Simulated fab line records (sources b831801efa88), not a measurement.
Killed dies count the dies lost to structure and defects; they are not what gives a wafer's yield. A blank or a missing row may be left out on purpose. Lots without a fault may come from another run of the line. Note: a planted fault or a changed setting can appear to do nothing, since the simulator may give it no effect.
fab line records	flow gf180mcu
record: lots: 6	wafers: 18	last_day: 34
route steps=602 shown V2@383
lots with no fault: from the same line, run without faults
start_h: hours from the record's first day to the start of the lot's first wafer shown	wait_h: time in hours since the lot's previous step	" the same as in the row above	L1.1+2: a row that stands for several wafers	- no value, or no start was given	* or withheld: withheld	< > ~ a bound
route shown NAME@n: names a module that has steps shown in the file, with the first one's number in the route	usual: average and standard deviation across the fault-free wafers	same: alike in all rows	chamber/n: place in a boat	sites: per-site readings	_std_site: how widely they spread, as a standard deviation	_edge_site: inner sites' mean taken away from outer sites' mean	radius_mm: for every site, how far away it sits from the centre of the wafer	mask NAME#n: copy n	behind: tool/chamber where the wafer was last shaped	hold: why the lot was held/for how many hours/how that ended	device: whichever transistor did not switch (one of n, p or np)	end of line: the same wafers' tests at the end of the route	where a step has no rows: the recipe by itself	killed: at the first sort, the dies lost to defects and structure; wafer yield is something else	map: a wafer's dies, x killed, . not, _ none there
set.NAME: setting as actually run; set.NAME@STEP: the setting as run at that earlier step	model.NAME: the simulator's own value behind a step, which no gauge read
lots at some steps of the route; a table a step, a row a wafer
services: the hour from which a tool's chamber was out of use, counted from the record's first day as start_h (under 0 if before that day), plus the number of hours and why
== steps ==
step: GF_V2_THK_MEAS_01
recipe: reads: SiO2_of_V2_CVD_00
usual: V2_CVD_00_THK: 601/6.5
lot.wafer	tool	chamber	start_h	wait_h	V2_CVD_00_THK[nm]
L727.1	film_metro-03	-	458.83	0.0	600
L727.4	"	-	"	"	599
L727.5	"	-	"	"	595
L735.2	film_metro-02	-	537.20	0.0	609
L735.4	"	-	"	"	611
L735.5	"	-	"	"	604
L741.2	film_metro-03	-	578.01	0.0	600
L741.4	"	-	"	"	601
L741.6	"	-	"	"	601
L742.1	film_metro-02	-	587.48	0.0	595
L742.3	"	-	"	"	595
L742.6	"	-	"	"	593
L743.1	film_metro-03	-	593.88	0.0	606
L743.4	"	-	"	"	612
L743.6	"	-	"	"	607
L748.2	film_metro-02	-	627.44	0.0	605
L748.4	"	-	"	"	608
L748.5	"	-	"	"	593
step: GF_V2_CVD_02
recipe: material: SiO2	target_thk_nm: 850	precursor: TEOS	temp_c: 400	time_s: 94.851	rf_w: 600
usual: heater_power_w: 669/91
same: time_s: 94.851
lot.wafer	tool	chamber	start_h	wait_h	heater_power_w
L727.1	pecvd-04	1	458.89	0.1	720
L727.4	"	0	"	"	802
L727.5	"	2	"	"	552
L735.2	pecvd-02	0	537.25	0.0	714
L735.4	"	2	"	"	674
L735.5	"	0	"	"	780
L741.2	pecvd-01	1	578.06	0.0	632
L741.4	"	2	"	"	741
L741.6	"	1	"	"	683
L742.1	pecvd-01	0	587.54	0.1	467
L742.3	"	2	"	"	722
L742.6	"	0	"	"	514
L743.1	pecvd-01	2	593.94	0.1	628
L743.4	"	0	"	"	533
L743.6	"	2	"	"	694
L748.2	pecvd-04	0	627.49	0.0	786
L748.4	"	2	"	"	757
L748.5	"	1	"	"	732
step: GF_V2_THK_MEAS_03
recipe: reads: SiO2_of_V2_CVD_02
usual: V2_CVD_02_THK: 851/12
lot.wafer	tool	chamber	start_h	wait_h	V2_CVD_02_THK[nm]
L727.1	film_metro-03	-	458.96	0.0	859
L727.4	"	-	"	"	875
L727.5	"	-	"	"	865
L735.2	film_metro-03	-	537.33	0.0	847
L735.4	"	-	"	"	861
L735.5	"	-	"	"	865
L741.2	film_metro-03	-	578.14	0.0	867
L741.4	"	-	"	"	853
L741.6	"	-	"	"	884
L742.1	film_metro-02	-	587.61	0.0	840
L742.3	"	-	"	"	839
L742.6	"	-	"	"	854
L743.1	film_metro-03	-	594.01	0.0	854
L743.4	"	-	"	"	862
L743.6	"	-	"	"	855
L748.2	film_metro-02	-	627.57	0.0	848
L748.4	"	-	"	"	865
L748.5	"	-	"	"	871
step: GF_V2_CMP_04
recipe: material: SiO2	down_force_psi: 4	platen_rpm: 60	pad_velocity_m_s: 0.94248
usual: motor_current_A: 12.2/1.3	time_to_endpoint_s: 77/5.4
lot.wafer	tool	chamber	start_h	wait_h	motor_current_A	time_to_endpoint_s
L727.4	cmp-01	1	459.07	0.1	12.5	86
L727.1	"	3	"	"	10.2	81
L727.5	"	0	"	"	12.2	84
L735.2	cmp-01	0	537.38	0.0	12.3	67
L735.4	"	2	"	"	14.5	76
L735.5	"	1	"	"	12.7	75
L741.4	cmp-02	3	578.29	0.1	13.0	78
L741.2	"	0	"	"	10.9	84
L741.6	"	1	"	"	12.7	92
L742.3	cmp-02	3	587.77	0.1	12.8	74
L742.1	"	0	"	"	11.4	74
L742.6	"	2	"	"	12.0	79
L743.1	cmp-01	3	594.12	0.1	10.3	74
L743.4	"	0	"	"	12.1	76
L743.6	"	3	"	"	9.9	74
L748.4	cmp-02	2	627.62	0.0	12.5	86
L748.2	"	1	"	"	12.7	84
L748.5	"	2	"	"	12.0	89
step: GF_V2_BOW_MEAS_05
recipe: mode: bow
usual: V2_BOW: 102/9.3
lot.wafer	tool	chamber	start_h	wait_h	V2_BOW[um]
L727.1	film_metro-02	-	459.32	0.1	106
L727.4	"	-	"	"	112
L727.5	"	-	"	"	121
L735.2	film_metro-03	-	537.70	0.3	111
L735.4	"	-	"	"	110
L735.5	"	-	"	"	95
L741.2	film_metro-03	-	578.51	0.1	96
L741.4	"	-	"	"	98
L741.6	"	-	"	"	94
L742.1	film_metro-02	-	587.97	0.1	94
L742.3	"	-	"	"	82
L742.6	"	-	"	"	95
L743.1	film_metro-02	-	594.37	0.2	102
L743.4	"	-	"	"	99
L743.6	"	-	"	"	94
L748.2	film_metro-02	-	627.94	0.1	113
L748.4	"	-	"	"	113
L748.5	"	-	"	"	108
step: GF_V2_DEHYDRATE_06
recipe: temp_c: 200	time_s: 60
step: GF_V2_HMDS_07
recipe: prime_time_s: 60	prime_temp_c: 120
step: GF_V2_COAT_08
recipe: resist: BARC	temp_c: withheld	time_s: withheld	spin_rpm: withheld	resist_thk_nm: withheld
step: GF_V2_COAT_09
recipe: resist: KrF	spin_rpm: withheld	resist_thk_nm: 1000
step: GF_V2_SOFTBAKE_10
recipe: temp_c: 130	time_s: 60	resist: KrF
step: GF_V2_EXPOSE_11
recipe: mask_id: Via2	target_cd_nm: 260	na: 0.68	source_shape: conventional	sigma_outer: 0.6	dose_mj: 38
step: GF_V2_PEB_12
recipe: peb_temp_c: 135	peb_time_s: 90	resist: KrF
step: GF_V2_DEVELOP_13
recipe: develop_time_s: 60	resist: KrF	dev_temp_c: 21
usual: chill_plate_temp_C: 23.02/0.11	develop_time_s: 60/0
lot.wafer	tool	chamber	start_h	wait_h	chill_plate_temp_C	develop_time_s	model.KrF_of_V2_COAT_09.thk_nm
L727.1	litho_track-01	0	483.20	0.2	22.93	60	989.7
L727.4	"	0	"	"	22.99	60	988.4
L727.5	"	0	"	"	23.04	60	990.3
L735.2	litho_track-03	0	560.09	0.2	23.05	60	988.5
L735.4	"	0	"	"	23.09	60	986.9
L735.5	"	0	"	"	22.91	60	988.1
L741.2	litho_track-03	-	599.69	0.2	-	-	1003
L741.4	"	-	"	"	-	-	1000
L741.6	"	-	"	"	-	-	1000
L742.1	litho_track-03	-	608.91	0.2	-	-	1006
L742.3	"	-	"	"	-	-	1010
L742.6	"	-	"	"	-	-	1009
L743.1	litho_track-01	0	615.55	0.2	22.87	60	989.6
L743.4	"	0	"	"	22.92	60	986.6
L743.6	"	0	"	"	23.06	60	992.3
L748.2	litho_track-02	0	648.11	0.2	23.13	60	984.6
L748.4	"	0	"	"	22.95	60	984.5
L748.5	"	0	"	"	23.02	60	982.3
step: GF_V2_CD_MEAS_14
recipe: target_cd_nm: 260
usual: cd_nm: 260.3/1.2
lot.wafer	tool	chamber	start_h	wait_h	cd_nm
L727.1	cd_sem-02	-	483.35	0.1	260.7
L727.4	"	-	"	"	260.9
L727.5	"	-	"	"	260.7
L735.2	cd_sem-01	-	560.23	0.1	259.3
L735.4	"	-	"	"	261.3
L735.5	"	-	"	"	259.2
L741.2	cd_sem-02	-	599.83	0.1	-
L741.4	"	-	"	"	-
L741.6	"	-	"	"	-
L742.1	cd_sem-02	-	609.06	0.1	-
L742.3	"	-	"	"	-
L742.6	"	-	"	"	-
L743.1	cd_sem-02	-	615.70	0.1	260.3
L743.4	"	-	"	"	260.6
L743.6	"	-	"	"	260.4
L748.2	cd_sem-01	-	648.26	0.1	261.1
L748.4	"	-	"	"	261.9
L748.5	"	-	"	"	260.2
== services ==
tool	chamber	start_h	hours	kind
litho_track-02	-	453.96	-	consumable_replace:filter
cmp-02	-	457.84	0.5	repair
pecvd-02	-	463.55	19.2	repair
pecvd-02	-	470.28	0.6	repair
pecvd-01	0	501.28	3.9	repair
pecvd-02	-	520.97	1.1	repair
pecvd-04	-	525.91	14.6	pm
cmp-02	-	528.63	4.0	pm
cmp-01	-	572.00	4.0	pm
cmp-01	-	576.00	-	consumable_replace:conditioner
cmp-01	-	576.00	-	consumable_replace:pad
pecvd-04	-	591.12	14.0	pm
pecvd-04	0	591.12	14.0	vent_cycle
pecvd-04	1	591.12	14.0	vent_cycle
pecvd-04	2	591.12	14.0	vent_cycle
cmp-02	-	594.11	4.5	repair
pecvd-01	0	600.19	-	calibration
cmp-01	-	601.21	0.7	repair
pecvd-04	0	605.12	-	clean
pecvd-04	1	605.12	-	clean
pecvd-04	2	605.12	-	clean
cmp-02	-	605.74	1.1	repair
pecvd-01	-	639.54	14.6	pm
== key ==
first_sign: step: GF_V2_DEVELOP_13	reading: tool_record	direction: missing
effect none on later readings
model_effect: step: GF_V2_DEVELOP_13	value: KrF_of_V2_COAT_09.thk_nm	without: 989.8	struck: 1005
met_at GF_V2_DEVELOP_13
struck_wafers L741.2,L741.4,L741.6,L742.1,L742.3,L742.6
later_rows_left_out L741.2,L741.4,L741.6,L742.1,L742.3,L742.6
sort_left_out L741.2,L741.4,L741.6,L742.1,L742.3,L742.6
onset_between 560.09 599.69
fault: kind: skipped_step_whole	tool: litho_track-03	chamber: -	onset_h: 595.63	steps: GF_V2_DEVELOP_13	scope: struck_lots_only
sort_left_out: the simulated sort isn't trusted on such a fault, so these wafers' sort isn't shown, and their yield isn't known
later_rows_left_out: the simulator's readings of these wafers behind a module that went badly wrong aren't trusted and aren't shown, but for the sort
